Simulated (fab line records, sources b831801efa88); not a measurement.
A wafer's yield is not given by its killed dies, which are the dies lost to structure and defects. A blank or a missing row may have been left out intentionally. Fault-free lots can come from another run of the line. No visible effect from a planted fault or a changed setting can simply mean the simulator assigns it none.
fab line records ; flow sky130
record: lots: 11; wafers: 32; last_day: 51
route steps=708 shown METAL1@450 VIA1@461 VIA2@507 PAD_OPEN@708
lots with no fault: from the same line, run without faults
start_h: hours from the record's opening day to when the first of the lot's shown wafers began ; wait_h: hours elapsed since this lot's preceding step ; " the same as in the row above ; L1.1+2: one row covering several wafers at once ; - no value present, or no start provided ; * or withheld: withheld ; < > ~ a bound
route shown NAME@n: names a module that has steps shown in the file, with the first one's number in the route ; usual: average and standard deviation across the fault-free wafers ; same: alike in all rows ; chamber/n: place in a boat ; sites: per-site readings ; _std_site: the values' standard deviation ; _edge_site: inner sites' mean taken away from outer sites' mean ; radius_mm: for every site, how far away it sits from the centre of the wafer ; mask NAME#n: copy n ; behind: the most recent tool/chamber to have shaped the wafer ; hold: cause of the lot's hold/its duration in hours/its outcome ; device: the transistor (n, p or np) that didn't switch ; end of line: the tests these same wafers got at the end of their route ; for a step that has no rows: nothing shown but its recipe ; killed: the dies lost at the first sort to structure and to defects; this is not the yield of the wafer ; map: dies across one wafer; x = killed, . = not, _ = none there
set.NAME: the run value of the setting; set.NAME@STEP: its run value at that earlier step ; model.NAME: the simulator's own value behind a step, which no gauge read
one table for each step of the route and one row for each wafer, over a sample of lots
services: a tool's chamber out of use, with start hour (start_h, from the record's first day; less than 0 if before it), hours out, and reason
== steps ==
step: SKY_METAL1_OVL_MEAS_16
usual: METAL1_OVL: -1/5
lot.wafer;tool;chamber;start_h;wait_h;METAL1_OVL[nm]
L530.1;overlay-02;-;767.69;0.1;0
L530.3;overlay-02;-;767.69;0.1;1
L530.6;overlay-02;-;767.69;0.1;3
L532.1;overlay-02;-;783.99;0.1;0
L532.3;overlay-02;-;783.99;0.1;-4
L532.5;overlay-02;-;783.99;0.1;2
L538.2;overlay-02;-;835.84;0.1;-5
L538.4;overlay-02;-;835.84;0.1;-12
L538.6;overlay-02;-;835.84;0.1;-11
L539.1;overlay-01;-;843.71;0.1;-2
L539.5;overlay-01;-;843.71;0.1;1
L542.1;overlay-02;-;868.53;0.1;3
L542.4;overlay-02;-;868.53;0.1;6
L542.5;overlay-02;-;868.53;0.1;11
L547.1;overlay-01;-;900.83;0.1;-2
L547.4;overlay-01;-;900.83;0.1;-2
L547.5;overlay-01;-;900.83;0.1;-3
L548.3;overlay-01;-;907.10;0.1;6
L548.4;overlay-01;-;907.10;0.1;2
L548.6;overlay-01;-;907.10;0.1;2
L550.1;overlay-01;-;933.84;0.1;4
L550.2;overlay-01;-;933.84;0.1;-2
L550.6;overlay-01;-;933.84;0.1;-1
L551.1;overlay-02;-;941.79;0.1;-5
L551.4;overlay-02;-;941.79;0.1;-4
L551.5;overlay-02;-;941.79;0.1;-4
L552.1;overlay-02;-;944.39;0.1;-2
L552.3;overlay-02;-;944.39;0.1;2
L552.6;overlay-02;-;944.39;0.1;-1
L553.4;overlay-01;-;952.70;0.1;-4
L553.5;overlay-01;-;952.70;0.1;-10
L553.6;overlay-01;-;952.70;0.1;6
step: SKY_VIA1_BOW_MEAS_03
recipe: mode: bow
usual: VIA1_BOW: 81/7
lot.wafer;tool;chamber;start_h;wait_h;VIA1_BOW[um]
L530.1;film_metro-03;-;769.08;0.2;81
L530.3;film_metro-03;-;769.08;0.2;80
L530.6;film_metro-03;-;769.08;0.2;75
L532.1;film_metro-02;-;785.30;0.1;87
L532.3;film_metro-02;-;785.30;0.1;90
L532.5;film_metro-02;-;785.30;0.1;84
L538.2;film_metro-03;-;837.25;0.2;77
L538.4;film_metro-03;-;837.25;0.2;80
L538.6;film_metro-03;-;837.25;0.2;73
L539.1;film_metro-04;-;845.04;0.1;83
L539.5;film_metro-04;-;845.04;0.1;83
L542.1;film_metro-03;-;869.82;0.2;86
L542.4;film_metro-03;-;869.82;0.2;70
L542.5;film_metro-03;-;869.82;0.2;76
L547.1;film_metro-03;-;902.12;0.1;96
L547.4;film_metro-03;-;902.12;0.1;76
L547.5;film_metro-03;-;902.12;0.1;81
L548.3;film_metro-04;-;908.76;0.3;76
L548.4;film_metro-04;-;908.76;0.3;76
L548.6;film_metro-04;-;908.76;0.3;79
L550.1;film_metro-04;-;935.53;0.2;86
L550.2;film_metro-04;-;935.53;0.2;91
L550.6;film_metro-04;-;935.53;0.2;80
L551.1;film_metro-04;-;943.07;0.1;83
L551.4;film_metro-04;-;943.07;0.1;82
L551.5;film_metro-04;-;943.07;0.1;80
L552.1;film_metro-04;-;945.67;0.1;85
L552.3;film_metro-04;-;945.67;0.1;88
L552.6;film_metro-04;-;945.67;0.1;83
L553.4;film_metro-02;-;954.04;0.2;90
L553.5;film_metro-02;-;954.04;0.2;71
L553.6;film_metro-02;-;954.04;0.2;91
step: SKY_VIA2_HDPCVD_00
recipe: material: SiO2; target_thk_nm: 1180; sigma_open_frac: 0.3; time_s: 196.7; temp_c: 400; sih4_flow_sccm: 60; pressure_mtorr: 6
lot.wafer;tool;chamber;start_h;wait_h
L530.1+3+6;hdpcvd-02;2,0,2;826.25;0.0
L532.1+3+5;hdpcvd-01;1,2,0;841.75;0.0
L538.2+4+6;hdpcvd-01;0,0,2;893.41;0.0
L539.1+5;hdpcvd-01;0;901.08;0.0
L542.1+4+5;hdpcvd-01;0,1,2;924.80;0.0
L547.1+4+5;hdpcvd-02;0,1,0;954.78;0.0
L548.3+4+6;hdpcvd-02;1,2,1;961.69;0.0
L550.1+2+6;hdpcvd-01;0,2,2;987.10;0.0
L551.1+4+5;hdpcvd-01;2,1,0;995.14;0.0
L552.1+3+6;hdpcvd-01;1,0,2;997.30;0.0
L553.4+5+6;hdpcvd-01;2,0,1;1005.11;0.1
step: SKY_VIA2_THK_MEAS_01
recipe: reads: SiO2_of_VIA2_HDPCVD_00
usual: VIA2_HDPCVD_THK: 1180/12
lot.wafer;tool;chamber;start_h;wait_h;VIA2_HDPCVD_THK[nm]
L530.1;film_metro-02;-;826.38;0.1;1198
L530.3;film_metro-02;-;826.38;0.1;1210
L530.6;film_metro-02;-;826.38;0.1;1217
L532.1;film_metro-02;-;841.88;0.1;1160
L532.3;film_metro-02;-;841.88;0.1;1151
L532.5;film_metro-02;-;841.88;0.1;1167
L538.2;film_metro-01;-;893.55;0.1;1178
L538.4;film_metro-01;-;893.55;0.1;1186
L538.6;film_metro-01;-;893.55;0.1;333
L539.1;film_metro-04;-;901.21;0.1;369
L539.5;film_metro-04;-;901.21;0.1;1174
L542.1;film_metro-02;-;924.93;0.1;369
L542.4;film_metro-02;-;924.93;0.1;1180
L542.5;film_metro-02;-;924.93;0.1;1184
L547.1;film_metro-02;-;954.90;0.1;1203
L547.4;film_metro-02;-;954.90;0.1;1179
L547.5;film_metro-02;-;954.90;0.1;1189
L548.3;film_metro-01;-;961.83;0.1;1183
L548.4;film_metro-01;-;961.83;0.1;1187
L548.6;film_metro-01;-;961.83;0.1;1184
L550.1;film_metro-04;-;987.23;0.1;1192
L550.2;film_metro-04;-;987.23;0.1;1155
L550.6;film_metro-04;-;987.23;0.1;1150
L551.1;film_metro-01;-;995.27;0.1;1162
L551.4;film_metro-01;-;995.27;0.1;1182
L551.5;film_metro-01;-;995.27;0.1;1181
L552.1;film_metro-01;-;997.43;0.1;1170
L552.3;film_metro-01;-;997.43;0.1;1196
L552.6;film_metro-01;-;997.43;0.1;1170
L553.4;film_metro-01;-;1005.20;0.0;1177
L553.5;film_metro-01;-;1005.20;0.0;1193
L553.6;film_metro-01;-;1005.20;0.0;1189
step: SKY_VIA2_ETCH_14
recipe: chemistry: N2/H2; target: BARC; ion_energy_ev: 200; source_w: 500; bias_w: 100; pressure_mtorr: 30; n2_flow_sccm: 100; h2_flow_sccm: 200; stop_on: SiO2; time_s: 45.9; target_depth_a: 600
usual: chamber_pressure_mTorr: 29.997/0.025; drypump_motor_current_A: 5.5/0.39; h2_flow_sccm: 200.0/0.55; oes_product_au: 0.855/0.005; rf_fwd_power_W: 494.6/1.8; throttle_valve_pct: 13.226/0.0096
lot.wafer;tool;chamber;start_h;wait_h;chamber_pressure_mTorr;drypump_motor_current_A;h2_flow_sccm;oes_product_au;rf_fwd_power_W;rf_hours_counter_h;throttle_valve_pct
L530.1;rie_diel-04;3;853.91;0.0;29.939;5.3;199.2;0.854;497.3;6;13.236
L530.3;rie_diel-04;2;853.91;0.0;29.973;5.4;199.4;0.859;492.4;16;13.226
L530.6;rie_diel-04;3;853.91;0.0;30.019;5.3;200.4;0.853;496.2;-;13.227
L532.1;rie_diel-04;3;869.52;0.0;29.962;5.3;200.2;0.863;493.4;6;13.204
L532.3;rie_diel-04;1;869.52;0.0;29.979;4.9;199.6;0.860;494.5;8;13.226
L532.5;rie_diel-04;1;869.52;0.0;29.964;4.9;199.6;0.851;492.7;-;13.235
L538.2;rie_diel-01;3;919.82;0.0;30.017;5.3;200.1;0.849;491.4;15;13.217
L538.4;rie_diel-01;0;919.82;0.0;30.008;5.6;200.7;0.856;494.2;21;13.243
L538.6;rie_diel-01;3;919.82;0.0;30.020;5.4;199.7;0.854;493.8;-;13.229
L539.1;rie_diel-04;3;927.87;0.0;29.993;5.3;199.2;0.850;497.9;8;13.223
L539.5;rie_diel-04;2;927.87;0.0;30.004;5.4;201.2;0.847;490.1;-;13.218
L542.1;rie_diel-04;0;950.58;0.0;29.953;5.7;200.1;0.861;492.0;5;13.217
L542.4;rie_diel-04;3;950.58;0.0;30.013;5.3;200.0;0.848;495.5;8;13.224
L542.5;rie_diel-04;0;950.58;0.0;29.986;5.8;198.8;0.856;494.8;-;13.219
L547.1;rie_diel-04;1;980.63;0.0;29.976;4.9;199.5;0.857;492.5;11;13.219
L547.4;rie_diel-04;3;980.63;0.0;30.049;5.3;200.1;0.850;493.5;9;13.224
L547.5;rie_diel-04;0;980.63;0.0;29.988;5.8;199.3;0.852;492.7;-;13.209
L548.3;rie_diel-04;0;986.73;0.0;29.983;5.8;199.8;0.852;492.8;6;13.213
L548.4;rie_diel-04;2;986.73;0.0;29.969;5.4;201.2;0.850;492.1;19;13.222
L548.6;rie_diel-04;1;986.73;0.0;30.026;4.9;199.8;0.851;492.9;-;13.228
L550.1;rie_diel-02;1;1011.52;0.0;30.022;5.6;198.8;0.863;496.7;25;13.217
L550.2;rie_diel-02;3;1011.52;0.0;30.001;6.3;199.6;0.856;494.3;13;13.233
L550.6;rie_diel-02;1;1011.52;0.0;30.000;5.6;199.7;0.855;495.4;-;13.219
L551.1;rie_diel-04;2;1019.52;0.0;29.987;5.4;199.7;0.854;494.5;20;13.235
L551.4;rie_diel-04;3;1019.52;0.0;29.994;5.3;199.8;0.853;496.3;10;13.236
L551.5;rie_diel-04;1;1019.52;0.0;29.995;4.9;199.9;0.855;493.8;-;13.234
L552.1;rie_diel-01;0;1021.13;0.0;30.003;5.6;199.8;0.860;496.5;24;13.220
L552.3;rie_diel-01;1;1021.13;0.0;30.041;4.7;200.9;0.858;495.6;12;13.238
L552.6;rie_diel-01;3;1021.13;0.0;29.998;5.4;200.5;0.864;494.4;-;13.207
L553.4;rie_diel-04;2;1028.10;0.0;29.945;5.4;200.7;0.854;494.0;-;13.223
L553.5;rie_diel-04;0;1028.10;0.0;30.021;5.8;200.8;0.852;493.3;-;13.234
L553.6;rie_diel-04;3;1028.10;0.0;29.962;5.3;200.3;0.853;494.9;-;13.227
step: SKY_VIA2_ETCH_15
recipe: target: SiO2; chemistry: C4F8/O2/Ar; target_depth_nm: 546; stop_on: TiN; mask_material: KrF-thick; source_w: 1500; bias_w: 1200; pressure_mtorr: 40; c4f8_flow_sccm: withheld; O2_flow_sccm: 6; Ar_flow_sccm: 300; time_s: 84
usual: chamber_pressure_mTorr: 40.00/0.035; oes_product_au: 0.939/0.0048; rf_fwd_power_W: 1490/5
lot.wafer;tool;chamber;start_h;wait_h;chamber_pressure_mTorr;oes_product_au;rf_fwd_power_W;rf_hours_counter_h
L530.1;rie_diel-04;3;853.96;0.0;40.05;0.941;1485;6
L530.3;rie_diel-04;2;853.96;0.0;39.98;0.937;1488;16
L530.6;rie_diel-04;3;853.96;0.0;40.01;0.940;1492;-
L532.1;rie_diel-04;3;869.56;0.0;40.02;0.934;1501;6
L532.3;rie_diel-04;1;869.56;0.0;39.96;0.951;1485;9
L532.5;rie_diel-04;1;869.56;0.0;40.03;0.935;1485;-
L538.2;rie_diel-01;3;919.86;0.0;40.04;0.940;1488;15
L538.4;rie_diel-01;0;919.86;0.0;40.05;0.935;1489;21
L538.6;rie_diel-01;3;919.86;0.0;40.02;0.759;1494;-
L539.1;rie_diel-04;3;927.91;0.0;40.00;0.790;1493;8
L539.5;rie_diel-04;2;927.91;0.0;40.00;0.947;1485;-
L542.1;rie_diel-04;0;950.62;0.0;40.01;0.797;1485;5
L542.4;rie_diel-04;3;950.62;0.0;40.04;0.934;1494;8
L542.5;rie_diel-04;0;950.62;0.0;40.01;0.933;1483;-
L547.1;rie_diel-04;1;980.67;0.0;39.92;0.938;1489;11
L547.4;rie_diel-04;3;980.67;0.0;40.00;0.940;1491;9
L547.5;rie_diel-04;0;980.67;0.0;40.02;0.938;1487;-
L548.3;rie_diel-04;0;986.77;0.0;40.08;0.943;1491;6
L548.4;rie_diel-04;2;986.77;0.0;39.99;0.942;1490;19
L548.6;rie_diel-04;1;986.77;0.0;39.98;0.942;1489;-
L550.1;rie_diel-02;1;1011.56;0.0;39.98;0.942;1492;25
L550.2;rie_diel-02;3;1011.56;0.0;39.99;0.939;1496;13
L550.6;rie_diel-02;1;1011.56;0.0;39.96;0.942;1495;-
L551.1;rie_diel-04;2;1019.56;0.0;40.01;0.938;1487;20
L551.4;rie_diel-04;3;1019.56;0.0;39.98;0.940;1488;10
L551.5;rie_diel-04;1;1019.56;0.0;39.98;0.945;1487;-
L552.1;rie_diel-01;0;1021.17;0.0;39.97;0.940;1493;24
L552.3;rie_diel-01;1;1021.17;0.0;40.07;0.935;1494;12
L552.6;rie_diel-01;3;1021.17;0.0;40.06;0.934;1494;-
L553.4;rie_diel-04;2;1028.15;0.0;40.01;0.946;1494;-
L553.5;rie_diel-04;0;1028.15;0.0;39.96;0.939;1494;-
L553.6;rie_diel-04;3;1028.15;0.0;39.98;0.935;1489;-
step: SKY_PAD_OPEN_PROBE_99
usual: defect_limited_yield: 82.3/1.8; killed_at_M0_to_M3: 43/6; killed_at_M4_up: 3.2/1.9; killed_at_contacts: 25/5.4; killed_at_front_end: 15/4.5; killed_at_other: 0.3/0.59; killed_dies: 87/8.7; killed_on_rim: 17/3.5; killed_open: 47/6.7; killed_short: 39/5.7
same: gross_dies: 492; killed_at_back_side: 0
lot.wafer;tool;chamber;start_h;wait_h;defect_limited_yield[%];killed_at_M0_to_M3;killed_at_M4_up;killed_at_contacts;killed_at_front_end;killed_at_other;killed_dies;killed_on_rim;killed_open;killed_short
L530.1;prober-01;-;1084.69;0.1;84.8;29;4;19;21;2;75;12;36;37
L530.3;prober-01;-;1084.79;0.2;84.3;38;3;26;10;0;77;16;36;41
L530.6;prober-01;-;1084.94;0.2;81.3;43;3;26;20;0;92;21;50;42
L532.1;prober-01;-;1095.25;0.1;82.1;40;2;22;24;0;88;16;52;36
L532.3;prober-01;-;1095.35;0.2;79.9;40;2;34;23;0;99;17;55;43
L532.5;prober-01;-;1095.45;0.2;83.3;39;1;26;15;1;82;14;46;35
L538.2;prober-01;-;1135.46;0.1;83.3;38;1;24;19;0;82;18;41;41
L538.4;prober-01;-;1135.56;0.2;83.9;34;1;26;17;1;79;14;38;41
L538.6;prober-01;-;1135.66;0.2;78.3;45;6;36;20;0;107;21;58;49
L539.1;prober-02;-;1140.06;0.1;85.0;36;4;22;12;0;74;16;38;36
L539.5;prober-02;-;1140.26;0.2;84.6;41;1;16;18;0;76;17;43;33
L542.1;prober-01;-;1160.73;0.1;86.0;35;3;21;10;0;69;12;39;30
L542.4;prober-01;-;1160.88;0.2;78.3;56;4;30;17;0;107;21;53;54
L542.5;prober-01;-;1160.93;0.2;82.5;42;5;25;14;0;86;17;43;43
L547.1;prober-02;-;1179.03;0.1;84.6;39;2;28;7;0;76;13;41;35
L547.4;prober-02;-;1179.18;0.2;77.6;53;6;35;16;0;110;14;52;58
L547.5;prober-02;-;1179.23;0.2;83.9;41;1;22;15;0;79;13;42;37
L548.3;prober-01;-;1188.29;0.2;83.9;34;1;28;16;0;79;15;43;36
L548.4;prober-01;-;1188.34;0.2;80.7;39;6;23;27;0;95;16;44;51
L548.6;prober-01;-;1188.44;0.2;80.7;48;2;17;26;2;95;21;57;38
L550.1;prober-01;-;1208.59;0.1;82.5;38;1;28;18;1;86;18;46;40
L550.2;prober-01;-;1208.64;0.1;83.5;34;1;34;12;0;81;17;47;34
L550.6;prober-01;-;1208.84;0.2;82.7;44;1;31;9;0;85;17;49;36
L551.1;prober-02;-;1208.94;0.1;81.3;43;2;29;18;0;92;16;48;44
L551.4;prober-02;-;1209.09;0.2;83.9;37;0;32;10;0;79;25;41;38
L551.5;prober-02;-;1209.14;0.2;82.9;45;1;22;15;1;84;13;50;34
L552.1;prober-01;-;1210.09;0.1;85.6;35;7;19;10;0;71;12;38;33
L552.3;prober-01;-;1210.19;0.2;81.1;48;5;29;11;0;93;19;59;34
L552.6;prober-01;-;1210.34;0.2;81.9;47;4;23;15;0;89;17;52;37
L553.4;prober-02;-;1213.59;0.2;83.9;41;3;18;17;0;79;16;42;37
L553.5;prober-02;-;1213.64;0.2;81.7;41;3;30;16;0;90;18;42;48
L553.6;prober-02;-;1213.69;0.2;78.5;65;2;28;11;0;106;21;64;42
killed by level:class
L530.1 FIELD_ISO:geometric_particle:short=7 VIA1:geometric_particle:open=7 METAL2:geometric_particle:short=7 LI_CONTACT:geometric_particle:open=5 METAL1:geometric_particle:short=5 POLY_GATE:geometric_particle:open=4 LOCAL_INTERCONNECT:geometric_particle:short=4 CONTACT:geometric_particle:short=4
L530.3 LI_CONTACT:geometric_particle:open=10 CONTACT:geometric_particle:short=8 VIA2:geometric_particle:open=6 VIA1:geometric_particle:open=6 VIA3:geometric_particle:open=4 POLY_GATE:geometric_particle:short=4 METAL1:geometric_particle:short=4 METAL3:geometric_particle:short=4
L530.6 CONTACT:geometric_particle:open=12 VIA1:geometric_particle:open=9 FIELD_ISO:geometric_particle:short=8 VIA3:geometric_particle:open=7 LI_CONTACT:geometric_particle:open=6 VIA1:geometric_particle:short=5 METAL2:geometric_particle:short=5 VIA2:geometric_particle:open=5
L532.1 CONTACT:geometric_particle:open=10 VIA1:geometric_particle:open=10 FIELD_ISO:geometric_particle:open=8 LI_CONTACT:geometric_particle:open=6 METAL2:geometric_particle:short=6 VIA3:geometric_particle:open=6 FIELD_ISO:geometric_particle:short=5 METAL1:geometric_particle:short=4
L532.3 CONTACT:geometric_particle:open=13 CONTACT:geometric_particle:short=10 VIA1:geometric_particle:short=8 LI_CONTACT:geometric_particle:open=7 FIELD_ISO:geometric_particle:open=6 METAL2:geometric_particle:short=6 VIA2:geometric_particle:open=6 FIELD_ISO:geometric_particle:short=5
L532.5 VIA1:geometric_particle:open=9 CONTACT:geometric_particle:open=8 CONTACT:geometric_particle:short=7 VIA3:geometric_particle:open=6 FIELD_ISO:geometric_particle:short=5 LI_CONTACT:geometric_particle:open=5 METAL2:geometric_particle:short=5 VIA2:geometric_particle:open=5
L538.2 CONTACT:geometric_particle:open=8 FIELD_ISO:geometric_particle:short=7 METAL2:geometric_particle:short=6 LI_CONTACT:geometric_particle:open=6 LOCAL_INTERCONNECT:geometric_particle:short=5 VIA1:geometric_particle:open=5 FIELD_ISO:geometric_particle:open=4 CONTACT:geometric_particle:short=4
L538.4 CONTACT:geometric_particle:short=7 CONTACT:geometric_particle:open=7 VIA3:geometric_particle:open=6 LI_CONTACT:geometric_particle:open=5 VIA2:geometric_particle:open=5 FIELD_ISO:geometric_particle:open=4 LOCAL_INTERCONNECT:geometric_particle:short=4 POLY_GATE:geometric_particle:short=4
L538.6 CONTACT:geometric_particle:open=11 VIA2:geometric_particle:open=10 VIA1:geometric_particle:open=9 FIELD_ISO:geometric_particle:open=7 LI_CONTACT:geometric_particle:open=7 METAL2:geometric_particle:short=7 LOCAL_INTERCONNECT:geometric_particle:short=6 CONTACT:geometric_particle:short=6
L539.1 VIA1:geometric_particle:open=12 CONTACT:geometric_particle:open=9 VIA2:geometric_particle:open=6 LI_CONTACT:geometric_particle:open=5 POLY_GATE:geometric_particle:short=4 METAL4:geometric_particle:short=4 METAL2:geometric_particle:short=4 FIELD_ISO:geometric_particle:short=3
L539.5 VIA1:geometric_particle:open=10 FIELD_ISO:geometric_particle:short=8 VIA3:geometric_particle:open=7 METAL2:geometric_particle:short=7 FIELD_ISO:geometric_particle:open=6 LI_CONTACT:geometric_particle:open=5 VIA2:geometric_particle:short=5 CONTACT:geometric_particle:open=5
L542.1 LI_CONTACT:geometric_particle:open=8 VIA1:geometric_particle:open=8 CONTACT:geometric_particle:open=5 METAL2:geometric_particle:short=5 FIELD_ISO:geometric_particle:open=4 LOCAL_INTERCONNECT:geometric_particle:short=4 CONTACT:geometric_particle:short=4 VIA2:geometric_particle:open=4
L542.4 METAL2:geometric_particle:short=11 CONTACT:geometric_particle:open=10 METAL1:geometric_particle:short=9 VIA1:geometric_particle:open=9 LI_CONTACT:geometric_particle:open=8 VIA3:geometric_particle:open=8 FIELD_ISO:geometric_particle:open=6 FIELD_ISO:geometric_particle:short=6
L542.5 CONTACT:geometric_particle:open=9 VIA1:geometric_particle:open=9 LOCAL_INTERCONNECT:geometric_particle:short=6 VIA1:geometric_particle:short=6 VIA2:geometric_particle:open=6 FIELD_ISO:geometric_particle:short=5 METAL1:geometric_particle:short=5 METAL2:geometric_particle:short=4
L547.1 LI_CONTACT:geometric_particle:open=12 CONTACT:geometric_particle:short=6 CONTACT:geometric_particle:open=5 METAL2:geometric_particle:short=5 VIA2:geometric_particle:open=5 VIA3:geometric_particle:open=5 METAL1:geometric_particle:open=4 METAL1:geometric_particle:short=4
L547.4 VIA3:geometric_particle:open=11 LI_CONTACT:geometric_particle:open=10 VIA2:geometric_particle:open=9 CONTACT:geometric_particle:short=8 METAL2:geometric_particle:short=8 CONTACT:geometric_particle:open=7 METAL1:geometric_particle:short=7 VIA1:geometric_particle:open=6
L547.5 VIA1:geometric_particle:open=12 LI_CONTACT:geometric_particle:open=8 METAL2:geometric_particle:short=6 CONTACT:geometric_particle:open=5 FIELD_ISO:geometric_particle:short=4 CONTACT:geometric_particle:short=4 VIA2:geometric_particle:short=4 VIA2:geometric_particle:open=4
L548.3 CONTACT:geometric_particle:open=13 VIA1:geometric_particle:open=9 LI_CONTACT:geometric_particle:open=6 POLY_GATE:geometric_particle:open=5 VIA1:geometric_particle:short=5 METAL1:geometric_particle:short=5 VIA3:geometric_particle:open=5 POLY_GATE:geometric_particle:short=4
L548.4 FIELD_ISO:geometric_particle:open=9 POLY_GATE:geometric_particle:short=8 VIA1:geometric_particle:open=8 VIA1:geometric_particle:short=7 CONTACT:geometric_particle:open=7 METAL2:geometric_particle:short=7 FIELD_ISO:geometric_particle:short=6 METAL4:geometric_particle:short=6
L548.6 VIA1:geometric_particle:open=12 FIELD_ISO:geometric_particle:open=8 POLY_GATE:geometric_particle:open=8 CONTACT:geometric_particle:open=7 METAL1:geometric_particle:short=7 VIA1:geometric_particle:short=6 FIELD_ISO:geometric_particle:short=5 VIA3:geometric_particle:open=5
L550.1 VIA1:geometric_particle:open=13 CONTACT:geometric_particle:open=10 POLY_GATE:geometric_particle:short=9 LOCAL_INTERCONNECT:geometric_particle:short=6 LI_CONTACT:geometric_particle:open=5 VIA3:geometric_particle:open=5 CONTACT:geometric_particle:short=4 VIA1:geometric_particle:short=3
L550.2 CONTACT:geometric_particle:open=14 VIA2:geometric_particle:open=8 LI_CONTACT:geometric_particle:open=7 VIA3:geometric_particle:open=7 LOCAL_INTERCONNECT:geometric_particle:short=7 POLY_GATE:geometric_particle:short=5 VIA1:geometric_particle:short=5 VIA3:geometric_particle:short=4
L550.6 CONTACT:geometric_particle:open=11 VIA3:geometric_particle:open=8 LI_CONTACT:geometric_particle:open=7 CONTACT:geometric_particle:short=7 VIA2:geometric_particle:open=7 VIA1:geometric_particle:open=6 VIA3:geometric_particle:short=6 LOCAL_INTERCONNECT:geometric_particle:short=5
L551.1 CONTACT:geometric_particle:open=11 VIA1:geometric_particle:open=8 VIA2:geometric_particle:open=7 LOCAL_INTERCONNECT:geometric_particle:short=7 LI_CONTACT:geometric_particle:open=5 METAL1:geometric_particle:short=5 METAL3:geometric_particle:short=5 VIA1:geometric_particle:short=5
L551.4 CONTACT:geometric_particle:open=10 CONTACT:geometric_particle:short=7 VIA2:geometric_particle:open=7 LI_CONTACT:geometric_particle:short=6 LI_CONTACT:geometric_particle:open=6 VIA1:geometric_particle:short=6 METAL1:geometric_particle:short=5 POLY_GATE:geometric_particle:open=4
L551.5 VIA1:geometric_particle:open=15 LI_CONTACT:geometric_particle:open=8 VIA3:geometric_particle:open=7 METAL2:geometric_particle:short=6 VIA2:geometric_particle:open=6 CONTACT:geometric_particle:open=5 FIELD_ISO:geometric_particle:open=4 POLY_GATE:geometric_particle:short=4
L552.1 VIA1:geometric_particle:open=10 CONTACT:geometric_particle:open=7 METAL1:geometric_particle:short=7 VIA2:geometric_particle:open=5 METAL4:geometric_particle:short=5 LI_CONTACT:geometric_particle:open=4 CONTACT:geometric_particle:short=4 FIELD_ISO:geometric_particle:short=3
L552.3 CONTACT:geometric_particle:open=13 VIA1:geometric_particle:open=12 POLY_GATE:geometric_particle:open=8 LI_CONTACT:geometric_particle:open=8 VIA1:geometric_particle:short=8 VIA2:geometric_particle:open=8 METAL1:geometric_particle:short=5 LOCAL_INTERCONNECT:geometric_particle:short=5
L552.6 VIA1:geometric_particle:open=15 CONTACT:geometric_particle:open=9 VIA3:geometric_particle:open=9 METAL1:geometric_particle:short=6 POLY_GATE:geometric_particle:open=5 LI_CONTACT:geometric_particle:open=5 VIA1:geometric_particle:short=5 VIA2:geometric_particle:open=5
L553.4 VIA1:geometric_particle:open=11 CONTACT:geometric_particle:open=7 METAL1:geometric_particle:short=6 VIA2:geometric_particle:open=6 POLY_GATE:geometric_particle:short=5 CONTACT:geometric_particle:short=5 VIA3:geometric_particle:open=4 VIA1:geometric_particle:short=4
L553.5 CONTACT:geometric_particle:short=11 CONTACT:geometric_particle:open=9 FIELD_ISO:geometric_particle:short=8 VIA1:geometric_particle:open=8 LI_CONTACT:geometric_particle:open=7 METAL2:geometric_particle:short=7 VIA2:geometric_particle:open=5 METAL1:geometric_particle:short=4
L553.6 VIA1:geometric_particle:open=17 METAL2:geometric_particle:short=12 CONTACT:geometric_particle:open=10 LI_CONTACT:geometric_particle:open=8 VIA3:geometric_particle:open=8 VIA2:geometric_particle:short=6 METAL1:geometric_particle:short=5 LOCAL_INTERCONNECT:geometric_particle:short=4
== services ==
tool;chamber;start_h;hours;kind
rie_diel-04;-;825.39;0.6;repair
rie_diel-04;1;829.96;9.1;repair
hdpcvd-02;-;850.63;2.8;pm
rie_diel-04;3;875.23;5.5;repair
rie_diel-02;0;882.10;8.4;repair
rie_diel-01;3;896.30;2.6;repair
hdpcvd-01;-;950.25;15.0;pm
hdpcvd-01;0;950.25;24.0;vent_cycle
hdpcvd-01;1;950.25;15.0;vent_cycle
hdpcvd-01;2;950.25;15.0;vent_cycle
hdpcvd-01;0;963.09;11.1;repair
hdpcvd-01;0;965.25;-;clean
hdpcvd-01;1;965.25;-;clean
hdpcvd-01;2;965.25;-;clean
rie_diel-04;1;967.04;4.1;repair
rie_diel-02;3;971.26;4.9;repair
rie_diel-04;-;971.53;2.8;pm
hdpcvd-01;1;998.53;4.5;repair
rie_diel-04;1;1024.82;17.9;repair
rie_diel-01;3;1025.70;4.2;repair
== key ==
first_sign: step: SKY_VIA2_THK_MEAS_01; reading: VIA2_HDPCVD_THK; direction: down; sigmas: 67; usual: 1180; struck: 357
effect: step: SKY_VIA2_ETCH_15; reading: oes_product_au; direction: down; sigmas: 32; usual: 0.939; struck: 0.782
met_at SKY_VIA2_HDPCVD_00
struck_lots L538,L539,L542
struck_wafers L538.6,L539.1,L542.1
not_acting_at SKY_METAL1_OVL_MEAS_16,SKY_VIA1_BOW_MEAS_03,SKY_VIA2_ETCH_14
onset_between 841.75 893.41
fault: kind: process_parameter_drift; tool: hdpcvd-01; chamber: -; onset_h: 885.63; steps: SKY_VIA2_HDPCVD_00; channel: target_thk_nm; offset: -828.86; shape: step; end_h: 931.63; scope: struck_wafers_only; acts_in: these_recipes_only; stated: 1180
